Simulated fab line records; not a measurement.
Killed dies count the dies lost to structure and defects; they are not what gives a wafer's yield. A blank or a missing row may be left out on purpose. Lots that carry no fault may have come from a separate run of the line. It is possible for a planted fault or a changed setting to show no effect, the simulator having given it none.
Struck lot and sound lot, side by side ; flow sfq-line ; 17 steps out of a route of 325
Sound: these wafers, L627.2, L627.3, L627.6. The struck wafers were L631.1, L631.3, L631.6. The cause is named last.
At each step with rows: each side's tool, then ch and its chambers, then its first start. Under that, the readings that differ: sound wafers ; struck wafers ; difference of the means ; sigmas: that difference in standard deviations of wafers without a fault.
alike: readings with means less than 2 such deviations apart, plus words and numbers identical on both sides. not compared: withheld readings, readings lacking a value on some wafer, bounds such as >300 that could conceal the same value, and numbers that have no deviation in the record and whose values overlap.
Wherever a step has rows on one side only, a row that says differs or no value, or a row with sigmas, the two part there. When numbers do not overlap yet have no deviation, they are printed without sigmas and do not part them. A reading that every wafer of one side lacks parts them only if that side has two wafers or more.

SFQ_M1_OVL_MEAS_911:
  sound on overlay-01 at day 20 15:47; struck on overlay-02 at day 22 01:39
  alike: M1_OVL
SFQ_TRILAYER_M1_BARC_OPEN_METAL_ETCH_054: etches BARC in O2, target depth 125 nm, time 41.7 s.
  sound on rie-metal-04 ch 0,1, day 20 15:49; struck on rie-metal-01 ch 0,1, day 22 01:41
  alike: drypump-motor-current-A, oes-product-au, rf-fwd-power-W
  not compared: rf-hours-counter-h
SFQ_TRILAYER_M1_ETCH_METAL_ETCH_042: etches Nb in Cl2/Ar, stops on SiO2, target depth 240 nm, time 120 s.
  sound on rie-metal-04 ch 0,1, day 20 15:52; struck on rie-metal-01 ch 0,1, day 22 01:44
  alike: drypump-motor-current-A, oes-product-au, rf-fwd-power-W
  not compared: rf-hours-counter-h
SFQ_TRILAYER_M1_STRIP_STRIP_043: strips in O2.
  sound on rie-metal-04 ch 0,1, day 20 15:59; struck on rie-metal-01 ch 0,1, day 22 01:52
  alike: drypump-motor-current-A, oes-product-au
  not compared: rf-hours-counter-h
then, 3 steps without rows for these wafers: SFQ_TRILAYER_M1_STRIP_SOLV_CLEAN_044 (cleans in NMP, time 600 s); SFQ_TRILAYER_I1_DEP_PECVD_045 (deposits SiO2 from SiH4/N2O, time 111.11 s, target thk 500 nm); SFQ_TRILAYER_I1_CMP_CMP_046 (polishes SiO2).
SFQ_I1_BOW_MEAS_912:
  sound on film-metro-03 at day 20 22:04; struck on film-metro-04 at day 22 06:15
  alike: I1_BOW
SFQ_TRILAYER_I1_METRO_MEASURE_047:
  sound on film-metro-03 at day 20 22:22; struck on film-metro-04 at day 22 06:22
  alike: thk-nm
then, 3 steps without rows for these wafers: SFQ_TRILAYER_I1_VIA_LITHO_COAT_054 (resist thk 62 nm); SFQ_TRILAYER_I1_VIA_LITHO_COAT_049 (resist thk 650 nm); SFQ_TRILAYER_I1_VIA_LITHO_SOFTBAKE_053.
-- the record jumps here: 7 days lie between the struck wafers' starts before and after --
SFQ_TRILAYER_I1_VIA_LITHO_EXPOSE_050: exposes mask I1, target cd 500 nm.
  sound on krf-scanner-02 ch 0, day 27 06:52; struck on krf-scanner-02 ch 0, day 28 18:55
reading;sound;struck;difference;sigmas
model.I1.overlay-x-nm (nm);4.484 4.484 4.484;57.48 57.48 57.48;+53.00;
  alike: mask, exposure-dose-mJ-cm2
then, 2 steps without rows for these wafers: SFQ_TRILAYER_I1_VIA_LITHO_PEB_052 (peb time 60 s); SFQ_TRILAYER_I1_VIA_LITHO_DEVELOP_051 (time 60 s).
SFQ_I1_OVL_MEAS_913:
  sound on overlay-01 at day 27 08:10; struck on overlay-01 at day 28 20:25
reading;sound;struck;difference;sigmas
I1_OVL (nm);0 5 4;55 57 58;+54;+10
SFQ_TRILAYER_I1_VIA_BARC_OPEN_VIA_ETCH_071: etches BARC in O2, target depth 125 nm, time 41.7 s.
  sound on rie-diel-03 ch 0,1,2, day 27 08:11; struck on rie-diel-03 ch 0,2, day 28 20:26
  alike: drypump-motor-current-A, oes-product-au, rf-fwd-power-W
  not compared: rf-hours-counter-h

WHERE THEY PART
SFQ_I1_OVL_MEAS_913 only, going by this record. Later steps at which nothing parts them and some readings are alike: SFQ_TRILAYER_I1_VIA_BARC_OPEN_VIA_ETCH_071.

WHY: the cause the simulator had injected
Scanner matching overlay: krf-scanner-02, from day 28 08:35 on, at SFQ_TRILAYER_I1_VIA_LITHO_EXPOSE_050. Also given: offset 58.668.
